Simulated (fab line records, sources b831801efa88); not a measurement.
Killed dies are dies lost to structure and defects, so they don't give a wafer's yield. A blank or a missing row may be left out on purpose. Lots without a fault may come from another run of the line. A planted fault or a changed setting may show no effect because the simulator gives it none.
fab line records | flow gf180mcu | part 1 of 2: steps 1 to 31 of 44
record lots=5 wafers=15 last_day=33
route steps=602 shown LVPWELL@61 MVSD@66 MVPSD@78 VT_IMPLANT@90
lots that met no fault: from a run of the same line without faults
start_h: hours from the record's first day to the start of the lot's first wafer shown | wait_h: hours since the lot's step before | " the same as in the row above | L1.1+2: a row that stands for several wafers | - no value, or no start given | * or withheld: withheld | < > ~ a bound
route shown NAME@n: a module of which the file shows steps, and the number in the route of the first | usual: mean/standard deviation of fault-free wafers | same: alike in all rows | chamber/n: place in a boat | sites: the reading at each site | _std_site: their standard deviation | _edge_site: outer sites' mean less inner sites' | radius_mm: how far each site lies from the wafer's centre | mask NAME#n: copy n | behind: the tool/chamber that last shaped the wafer | hold: why the lot was held/for how many hours/how that ended | device: the transistor (n, p or np) that didn't switch | end of line: the same wafers' tests at the end of the route | a step without rows: its recipe alone | killed: dies lost to structure and defects at the first sort, not the wafer's yield | map: a wafer's dies, x killed, . not, _ none there
set.NAME: the setting as run; set.NAME@STEP: as run at that earlier step | model.NAME: the simulator's own value behind a step, which no gauge read
lots at some steps of the route; a table a step, a row a wafer
services: from which hour (start_h, from the record's first day; less than 0 if before it) a tool's chamber was out of use, for how many hours, and why
## steps
# step GF_LVPWELL_OVL_MEAS_07
# usual LVPWELL_OVL=0.7/1.2
# columns lot.wafer tool chamber start_h wait_h LVPWELL_OVL[nm]
L074.2 overlay-02 - 69.67 - 1.2
L074.5 " - " " 2.7
L074.6 " - " " 0.4
L077.1 overlay-02 - 86.92 - 0.1
L077.4 " - " " -1.1
L077.5 " - " " -0.6
L079.1 overlay-01 - 96.10 - 0.5
L079.4 " - " " -0.3
L079.5 " - " " -1.8
L082.1 overlay-01 - 116.62 - -1.1
L082.2 " - " " -0.5
L082.6 " - " " -1.9
L090.3 overlay-02 - 160.71 - 2.4
L090.4 " - " " 1.1
L090.5 " - " " 3.0
# step GF_LVPWELL_IMPLANT_08
# recipe species=B energy_kev=170 dose_cm2=1.5e+13 tilt_deg=0
# usual end_station_pressure_torr=5.06e-06/2.6e-07 faraday_current_uA=84.6/1.6
# columns lot.wafer tool chamber start_h wait_h end_station_pressure_torr faraday_current_uA
L074.2 implanter-03 0 69.73 0.0 4.95e-06 86.6
L074.5 " 0 " " 5.67e-06 86.4
L074.6 " 0 " " 5.01e-06 87.5
L077.1 implanter-01 0 86.95 0.0 4.86e-06 84.4
L077.4 " 0 " " 4.68e-06 84.4
L077.5 " 0 " " 4.99e-06 86.1
L079.1 implanter-01 0 96.13 0.0 5.84e-06 84.2
L079.4 " 0 " " 5.14e-06 86.4
L079.5 " 0 " " 5.42e-06 85.8
L082.1 implanter-01 0 116.65 0.0 5.25e-06 86.4
L082.2 " 0 " " 5.07e-06 83.0
L082.6 " 0 " " 5.4e-06 85.6
L090.3 implanter-02 0 160.78 0.1 5.04e-06 84.3
L090.4 " 0 " " 4.98e-06 84.4
L090.5 " 0 " " 5.02e-06 83.7
# step GF_LVPWELL_IMPLANT_09
# recipe species=B energy_kev=60 dose_cm2=5e+12 tilt_deg=0
# usual end_station_pressure_torr=4.99e-06/2.6e-07 faraday_current_uA=28.2/0.6
# columns lot.wafer tool chamber start_h wait_h end_station_pressure_torr faraday_current_uA
L074.2 implanter-03 0 69.88 0.1 4.88e-06 28.4
L074.5 " 0 " " 5.44e-06 27.9
L074.6 " 0 " " 4.57e-06 28.0
L077.1 implanter-01 0 87.10 0.1 4.29e-06 28.8
L077.4 " 0 " " 4.92e-06 28.2
L077.5 " 0 " " 4.7e-06 28.5
L079.1 implanter-01 0 96.28 0.1 5.19e-06 27.9
L079.4 " 0 " " 4.96e-06 28.1
L079.5 " 0 " " 4.97e-06 28.4
L082.1 implanter-01 0 116.80 0.1 5.28e-06 28.0
L082.2 " 0 " " 5.53e-06 29.0
L082.6 " 0 " " 4.81e-06 27.9
L090.3 implanter-02 0 160.93 0.1 5.14e-06 28.2
L090.4 " 0 " " 4.96e-06 28.2
L090.5 " 0 " " 5.07e-06 28.3
# step GF_LVPWELL_STRIP_10
# recipe chemistry=O2/N2 power_w=1400 pressure_mtorr=1500 platen_temp_c=250 o2_flow_sccm=3000 n2_flow_sccm=300 overash_fraction=0.5
# usual drypump_motor_current_A=5.3/0.42 heater_power_w=326/30 oes_product_au=0.722/0.0045 strip_time_to_endpoint_s=37.01/0.098
# columns lot.wafer tool chamber start_h wait_h drypump_motor_current_A heater_power_w oes_product_au rf_hours_counter_h strip_time_to_endpoint_s
L074.2 plasma_asher-04 0 70.00 0.1 5.3 316 0.718 40 37.00
L074.5 " 0 " " 5.3 321 0.728 - 37.13
L074.6 " 1 " " 6.0 348 0.721 - 37.03
L077.1 plasma_asher-02 1 87.25 0.1 5.5 362 0.723 44 37.05
L077.4 " 1 " " 5.4 361 0.728 - 37.09
L077.5 " 0 " " 4.7 290 0.722 - 36.93
L079.1 plasma_asher-02 1 96.43 0.1 5.5 367 0.721 45 37.11
L079.4 " 0 " " 4.7 293 0.726 - 37.05
L079.5 " 0 " " 4.7 284 0.727 - 37.00
L082.1 plasma_asher-04 1 116.95 0.1 6.0 348 0.726 45 36.95
L082.2 " 0 " " 5.3 314 0.719 45 36.96
L082.6 " 1 " " 5.9 349 0.722 - 36.94
L090.3 plasma_asher-04 1 161.07 0.1 6.0 343 0.728 - 37.04
L090.4 " 0 " " 5.3 321 0.715 - 37.01
L090.5 " 0 " " 5.2 312 0.722 - 36.92
# step GF_LVPWELL_TW_MEAS_11
# usual LVPWELL_TW=559/6.1
# columns lot.wafer tool chamber start_h wait_h LVPWELL_TW
L074.2 film_metro-02 - 70.12 0.1 560
L074.5 " - " " 562
L074.6 " - " " 560
L077.1 film_metro-02 - 87.35 0.1 563
L077.4 " - " " 566
L077.5 " - " " 565
L079.1 film_metro-01 - 96.53 0.1 567
L079.4 " - " " 562
L079.5 " - " " 564
L082.1 film_metro-04 - 117.05 0.1 551
L082.2 " - " " 554
L082.6 " - " " 551
L090.3 film_metro-01 - 161.15 0.1 563
L090.4 " - " " 565
L090.5 " - " " 566
# step GF_MVSD_DEHYDRATE_00
# recipe temp_c=200 time_s=60
# columns lot.wafer tool chamber start_h wait_h
L074.2+5+6 litho_track-02 0 75.42 5.3
L077.1+4+5 litho_track-04 0 93.72 6.4
L079.1+4+5 litho_track-04 0 103.32 6.8
L082.1+2+6 litho_track-02 0 123.70 6.6
L090.3+4+5 litho_track-02 0 169.20 8.0
# step GF_MVSD_HMDS_01
# recipe prime_time_s=60 prime_temp_c=120
# columns lot.wafer tool chamber start_h wait_h
L074.2+5+6 litho_track-02 0 75.57 0.1
L077.1+4+5 litho_track-04 0 93.87 0.1
L079.1+4+5 litho_track-04 0 103.47 0.1
L082.1+2+6 litho_track-02 0 123.85 0.1
L090.3+4+5 litho_track-02 0 169.35 0.1
# step GF_MVSD_COAT_02
# recipe spin_rpm=2000 resist_thk_nm=3000
# columns lot.wafer tool chamber start_h wait_h
L074.2+5+6 litho_track-02 0 75.72 0.1
L077.1+4+5 litho_track-04 0 94.02 0.1
L079.1+4+5 litho_track-04 0 103.62 0.1
L082.1+2+6 litho_track-02 0 124.00 0.1
L090.3+4+5 litho_track-02 0 169.50 0.1
# step GF_MVSD_SOFTBAKE_03
# recipe temp_c=110 time_s=withheld
# columns lot.wafer tool chamber start_h wait_h
L074.2+5+6 litho_track-02 0 75.88 0.1
L077.1+4+5 litho_track-04 0 94.17 0.1
L079.1+4+5 litho_track-04 0 103.77 0.1
L082.1+2+6 litho_track-02 0 124.15 0.1
L090.3+4+5 litho_track-02 0 169.66 0.1
# step GF_MVSD_EXPOSE_04
# recipe mask_id=MVSD target_cd_nm=1000 na=0.6 source_shape=conventional sigma_outer=0.6 dose_mj=260
# same sigma_outer=0.6
# columns lot.wafer tool chamber start_h wait_h mask
L074.2+5+6 iline_stepper-02 0 - - MVSD#0
L077.1+4+5 iline_stepper-02 0 - - MVSD#0
L079.1+4+5 iline_stepper-02 0 - - MVSD#0
L082.1+2+6 iline_stepper-02 0 - - MVSD#0
L090.3+4+5 iline_stepper-01 0 - - MVSD#0
# step GF_MVSD_PEB_05
# recipe temp_c=115 time_s=withheld
# columns lot.wafer tool chamber start_h wait_h
L074.2+5+6 litho_track-02 0 - -
L077.1+4+5 litho_track-03 0 - -
L079.1+4+5 litho_track-03 0 - -
L082.1+2+6 litho_track-03 0 - -
L090.3+4+5 litho_track-02 0 - -
# step GF_MVSD_DEVELOP_06
# recipe wall_angle_deg=90 develop_time_s=60 dev_temp_c=23
# columns lot.wafer tool chamber start_h wait_h
L074.2+5+6 litho_track-02 0 - -
L077.1+4+5 litho_track-03 0 - -
L079.1+4+5 litho_track-03 0 - -
L082.1+2+6 litho_track-03 0 - -
L090.3+4+5 litho_track-02 0 - -
# step GF_MVSD_OVL_MEAS_07
# usual MVSD_OVL=-0.8/1.5
# columns lot.wafer tool chamber start_h wait_h MVSD_OVL[nm]
L074.2 overlay-02 - 83.40 - -1.9
L074.5 " - " " -0.6
L074.6 " - " " -1.9
L077.1 overlay-01 - 101.45 - 0.5
L077.4 " - " " -2.1
L077.5 " - " " -1.9
L079.1 overlay-02 - 110.95 - -3.5
L079.4 " - " " -2.3
L079.5 " - " " -2.5
L082.1 overlay-02 - 132.35 - -3.2
L082.2 " - " " -0.8
L082.6 " - " " -1.3
L090.3 overlay-02 - 177.51 - -1.4
L090.4 " - " " 0.2
L090.5 " - " " 0.6
# step GF_MVSD_IMPLANT_08
# recipe species=P energy_kev=400 dose_cm2=1.6e+13 tilt_deg=0
# usual end_station_pressure_torr=5.06e-06/3e-07 faraday_current_uA=90.3/1.8
# columns lot.wafer tool chamber start_h wait_h end_station_pressure_torr faraday_current_uA
L074.2 implanter-01 0 83.46 0.0 4.75e-06 93.0
L074.5 " 0 " " 5.16e-06 92.9
L074.6 " 0 " " 5.62e-06 91.8
L077.1 implanter-02 0 101.49 0.0 5.08e-06 90.6
L077.4 " 0 " " 5.46e-06 92.6
L077.5 " 0 " " 5.24e-06 87.6
L079.1 implanter-02 0 110.99 0.0 4.75e-06 89.0
L079.4 " 0 " " 4.68e-06 90.6
L079.5 " 0 " " 5.3e-06 91.1
L082.1 implanter-01 0 132.39 0.0 5.15e-06 90.7
L082.2 " 0 " " 4.92e-06 89.2
L082.6 " 0 " " 4.43e-06 93.5
L090.3 implanter-02 0 177.58 0.1 5.25e-06 91.6
L090.4 " 0 " " 5.08e-06 89.4
L090.5 " 0 " " 4.79e-06 89.6
# step GF_MVSD_IMPLANT_09
# recipe species=P energy_kev=100 dose_cm2=5e+12 tilt_deg=0
# usual end_station_pressure_torr=5.02e-06/2.8e-07 faraday_current_uA=28.2/0.55
# columns lot.wafer tool chamber start_h wait_h end_station_pressure_torr faraday_current_uA
L074.2 implanter-01 0 83.61 0.1 5.06e-06 28.2
L074.5 " 0 " " 5.43e-06 28.3
L074.6 " 0 " " 5.26e-06 27.7
L077.1 implanter-02 0 101.64 0.1 4.85e-06 28.0
L077.4 " 0 " " 5.26e-06 27.4
L077.5 " 0 " " 4.99e-06 28.0
L079.1 implanter-02 0 111.14 0.1 5.16e-06 28.7
L079.4 " 0 " " 4.77e-06 28.7
L079.5 " 0 " " 4.77e-06 28.0
L082.1 implanter-01 0 132.54 0.1 5.04e-06 28.2
L082.2 " 0 " " 5.38e-06 28.7
L082.6 " 0 " " 5.26e-06 28.3
L090.3 implanter-02 0 177.73 0.1 5.16e-06 27.5
L090.4 " 0 " " 5.11e-06 28.5
L090.5 " 0 " " 4.78e-06 28.6
# step GF_MVSD_STRIP_10
# recipe chemistry=O2/N2 power_w=1400 pressure_mtorr=1500 platen_temp_c=250 o2_flow_sccm=3000 n2_flow_sccm=300 overash_fraction=0.5
# usual drypump_motor_current_A=5.5/0.52 heater_power_w=330/27 oes_product_au=0.723/0.0042 strip_time_to_endpoint_s=37.03/0.1
# columns lot.wafer tool chamber start_h wait_h drypump_motor_current_A heater_power_w oes_product_au rf_hours_counter_h strip_time_to_endpoint_s
L074.2 plasma_asher-02 1 83.73 0.1 5.4 367 0.735 44 37.28
L074.5 " 1 " " 5.5 363 0.720 - 37.11
L074.6 " 0 " " 4.7 296 0.712 - 37.19
L077.1 plasma_asher-01 1 101.79 0.1 6.0 318 0.720 26 37.00
L077.4 " 1 " " 6.0 317 0.723 - 37.02
L077.5 " 0 " " 6.3 343 0.731 - 37.00
L079.1 plasma_asher-02 0 111.29 0.1 4.7 291 0.719 47 36.98
L079.4 " 0 " " 4.7 284 0.716 - 37.00
L079.5 " 0 " " 4.7 285 0.725 - 36.96
L082.1 plasma_asher-04 1 132.69 0.1 6.0 346 0.723 47 37.00
L082.2 " 0 " " 5.3 318 0.724 47 36.89
L082.6 " 0 " " 5.3 317 0.723 - 36.94
L090.3 plasma_asher-02 0 177.86 0.1 4.7 289 0.720 - 37.26
L090.4 " 1 " " 5.5 368 0.720 - 37.24
L090.5 " 0 " " 4.7 288 0.728 - 37.28
# step GF_MVSD_TW_MEAS_11
# usual MVSD_TW=1583/17
# columns lot.wafer tool chamber start_h wait_h MVSD_TW
L074.2 film_metro-01 - 83.84 0.1 1577
L074.5 " - " " 1580
L074.6 " - " " 1586
L077.1 film_metro-04 - 101.89 0.1 1555
L077.4 " - " " 1547
L077.5 " - " " 1548
L079.1 film_metro-01 - 111.39 0.1 1584
L079.4 " - " " 1583
L079.5 " - " " 1594
L082.1 film_metro-01 - 132.79 0.1 1584
L082.2 " - " " 1586
L082.6 " - " " 1581
L090.3 film_metro-02 - 177.95 0.1 1596
L090.4 " - " " 1606
L090.5 " - " " 1595
# step GF_MVPSD_DEHYDRATE_00
# recipe temp_c=200 time_s=60
# columns lot.wafer tool chamber start_h wait_h
L074.2+5+6 litho_track-04 0 89.69 5.8
L077.1+4+5 litho_track-01 0 108.32 6.4
L079.1+4+5 litho_track-04 0 118.32 6.9
L082.1+2+6 litho_track-04 0 139.62 6.8
L090.3+4+5 litho_track-03 0 186.15 8.2
# step GF_MVPSD_HMDS_01
# recipe prime_time_s=60 prime_temp_c=120
# columns lot.wafer tool chamber start_h wait_h
L074.2+5+6 litho_track-04 0 89.84 0.1
L077.1+4+5 litho_track-01 0 108.47 0.1
L079.1+4+5 litho_track-04 0 118.47 0.1
L082.1+2+6 litho_track-04 0 139.77 0.1
L090.3+4+5 litho_track-03 0 186.30 0.1
# step GF_MVPSD_COAT_02
# recipe spin_rpm=2000 resist_thk_nm=3000
# columns lot.wafer tool chamber start_h wait_h
L074.2+5+6 litho_track-04 0 89.99 0.1
L077.1+4+5 litho_track-01 0 108.62 0.1
L079.1+4+5 litho_track-04 0 118.62 0.1
L082.1+2+6 litho_track-04 0 139.92 0.1
L090.3+4+5 litho_track-03 0 186.45 0.1
# step GF_MVPSD_SOFTBAKE_03
# recipe temp_c=110 time_s=withheld
# columns lot.wafer tool chamber start_h wait_h
L074.2+5+6 litho_track-04 0 90.15 0.1
L077.1+4+5 litho_track-01 0 108.77 0.1
L079.1+4+5 litho_track-04 0 118.77 0.1
L082.1+2+6 litho_track-04 0 140.07 0.1
L090.3+4+5 litho_track-03 0 186.62 0.1
# step GF_MVPSD_EXPOSE_04
# recipe mask_id=MVPSD target_cd_nm=1000 na=0.6 source_shape=conventional sigma_outer=0.6 dose_mj=260
# same sigma_outer=0.6
# columns lot.wafer tool chamber start_h wait_h mask
L074.2+5+6 iline_stepper-02 0 - - MVPSD#0
L077.1+4+5 iline_stepper-01 0 - - MVPSD#0
L079.1+4+5 iline_stepper-01 0 - - MVPSD#0
L082.1+2+6 iline_stepper-01 0 - - MVPSD#0
L090.3+4+5 iline_stepper-02 0 - - MVPSD#0
# step GF_MVPSD_PEB_05
# recipe temp_c=115 time_s=withheld
# columns lot.wafer tool chamber start_h wait_h
L074.2+5+6 litho_track-04 0 - -
L077.1+4+5 litho_track-03 0 - -
L079.1+4+5 litho_track-03 0 - -
L082.1+2+6 litho_track-04 0 - -
L090.3+4+5 litho_track-04 0 - -
# step GF_MVPSD_DEVELOP_06
# recipe wall_angle_deg=90 develop_time_s=60 dev_temp_c=23
# columns lot.wafer tool chamber start_h wait_h
L074.2+5+6 litho_track-04 0 - -
L077.1+4+5 litho_track-03 0 - -
L079.1+4+5 litho_track-03 0 - -
L082.1+2+6 litho_track-04 0 - -
L090.3+4+5 litho_track-04 0 - -
# step GF_MVPSD_OVL_MEAS_07
# usual MVPSD_OVL=1.1/1.3
# columns lot.wafer tool chamber start_h wait_h MVPSD_OVL[nm]
L074.2 overlay-01 - 97.17 - 3.2
L074.5 " - " " 3.6
L074.6 " - " " 0.3
L077.1 overlay-02 - 116.20 - 1.1
L077.4 " - " " 0.1
L077.5 " - " " 0.5
L079.1 overlay-01 - 126.75 - 0.2
L079.4 " - " " 3.1
L079.5 " - " " 0.7
L082.1 overlay-02 - 148.32 - 2.4
L082.2 " - " " 2.8
L082.6 " - " " 3.9
L090.3 overlay-02 - 195.13 - -2.2
L090.4 " - " " -1.1
L090.5 " - " " -1.1
# step GF_MVPSD_IMPLANT_08
# recipe species=B energy_kev=170 dose_cm2=1.5e+13 tilt_deg=0
# usual end_station_pressure_torr=5.03e-06/2.8e-07 faraday_current_uA=84.8/1.8
# columns lot.wafer tool chamber start_h wait_h end_station_pressure_torr faraday_current_uA
L074.2 implanter-04 0 97.23 0.0 5.15e-06 86.6
L074.5 " 0 " " 4.96e-06 85.0
L074.6 " 0 " " 4.97e-06 85.0
L077.1 implanter-04 0 116.24 0.0 5.34e-06 85.4
L077.4 " 0 " " 5e-06 85.2
L077.5 " 0 " " 5.29e-06 84.0
L079.1 implanter-03 0 126.79 0.0 4.42e-06 87.5
L079.4 " 0 " " 4.99e-06 85.0
L079.5 " 0 " " 4.63e-06 84.3
L082.1 implanter-04 0 148.35 0.0 5.15e-06 83.2
L082.2 " 0 " " 5.01e-06 84.2
L082.6 " 0 " " 4.44e-06 87.7
L090.3 implanter-04 0 195.20 0.1 5.29e-06 86.4
L090.4 " 0 " " 4.77e-06 86.6
L090.5 " 0 " " 5.01e-06 84.6
# step GF_MVPSD_IMPLANT_09
# recipe species=B energy_kev=40 dose_cm2=5e+12 tilt_deg=0
# usual end_station_pressure_torr=4.98e-06/2.6e-07 faraday_current_uA=28.1/0.55
# columns lot.wafer tool chamber start_h wait_h end_station_pressure_torr faraday_current_uA
L074.2 implanter-04 0 97.38 0.1 4.68e-06 28.3
L074.5 " 0 " " 4.9e-06 27.8
L074.6 " 0 " " 4.91e-06 27.8
L077.1 implanter-04 0 116.39 0.1 4.68e-06 28.8
L077.4 " 0 " " 5.14e-06 27.9
L077.5 " 0 " " 5.32e-06 27.7
L079.1 implanter-03 0 126.94 0.1 5e-06 28.5
L079.4 " 0 " " 5.22e-06 28.4
L079.5 " 0 " " 4.94e-06 28.2
L082.1 implanter-04 0 148.50 0.1 4.89e-06 28.0
L082.2 " 0 " " 4.76e-06 28.2
L082.6 " 0 " " 5.2e-06 27.9
L090.3 implanter-04 0 195.35 0.1 4.87e-06 28.7
L090.4 " 0 " " 4.8e-06 28.0
L090.5 " 0 " " 4.97e-06 28.2
# step GF_MVPSD_STRIP_10
# recipe chemistry=O2/N2 power_w=1400 pressure_mtorr=1500 platen_temp_c=250 o2_flow_sccm=3000 n2_flow_sccm=300 overash_fraction=0.5
# usual drypump_motor_current_A=5.8/0.41 heater_power_w=327/18 oes_product_au=0.723/0.0047 strip_time_to_endpoint_s=37.01/0.1
# columns lot.wafer tool chamber start_h wait_h drypump_motor_current_A heater_power_w oes_product_au rf_hours_counter_h strip_time_to_endpoint_s
L074.2 plasma_asher-03 1 97.50 0.1 5.6 300 0.719 47 36.93
L074.5 " 1 " " 5.6 303 0.727 - 36.93
L074.6 " 0 " " 5.2 321 0.716 - 36.92
L077.1 plasma_asher-01 1 116.54 0.1 6.0 314 0.723 28 37.06
L077.4 " 1 " " 6.0 318 0.716 - 37.08
L077.5 " 1 " " 6.1 311 0.731 - 37.16
L079.1 plasma_asher-01 1 127.09 0.1 6.0 318 0.722 30 36.98
L079.4 " 1 " " 6.0 316 0.721 - 36.98
L079.5 " 1 " " 6.0 315 0.723 - 36.86
L082.1 plasma_asher-04 0 148.65 0.1 5.3 316 0.726 49 37.01
L082.2 " 1 " " 6.0 350 0.731 49 36.99
L082.6 " 1 " " 6.0 350 0.721 - 36.96
L090.3 plasma_asher-04 1 195.48 0.1 6.0 341 0.717 - 36.87
L090.4 " 0 " " 5.3 321 0.726 - 36.85
L090.5 " 0 " " 5.3 318 0.731 - 36.97
# step GF_MVPSD_TW_MEAS_11
# usual MVPSD_TW=554/6.5
# columns lot.wafer tool chamber start_h wait_h MVPSD_TW
L074.2 film_metro-04 - 97.61 0.1 547
L074.5 " - " " 546
L074.6 " - " " 545
L077.1 film_metro-02 - 116.64 0.1 560
L077.4 " - " " 558
L077.5 " - " " 558
L079.1 film_metro-01 - 127.19 0.1 556
L079.4 " - " " 556
L079.5 " - " " 551
L082.1 film_metro-02 - 148.75 0.1 552
L082.2 " - " " 554
L082.6 " - " " 556
L090.3 film_metro-04 - 195.57 0.1 543
L090.4 " - " " 545
L090.5 " - " " 545
# step GF_VT_IMPLANT_DEHYDRATE_00
# recipe temp_c=200 time_s=60
# columns lot.wafer tool chamber start_h wait_h
L074.2+5+6 litho_track-01 0 103.99 6.4
L077.1+4+5 litho_track-02 0 123.10 6.5
L079.1+4+5 litho_track-03 0 134.20 7.0
L082.1+2+6 litho_track-01 0 156.22 7.5
L090.3+4+5 litho_track-03 0 204.45 8.9
# step GF_VT_IMPLANT_HMDS_01
# recipe prime_time_s=60 prime_temp_c=120
# columns lot.wafer tool chamber start_h wait_h
L074.2+5+6 litho_track-01 0 104.14 0.1
L077.1+4+5 litho_track-02 0 123.25 0.1
L079.1+4+5 litho_track-03 0 134.35 0.1
L082.1+2+6 litho_track-01 0 156.37 0.1
L090.3+4+5 litho_track-03 0 204.60 0.1
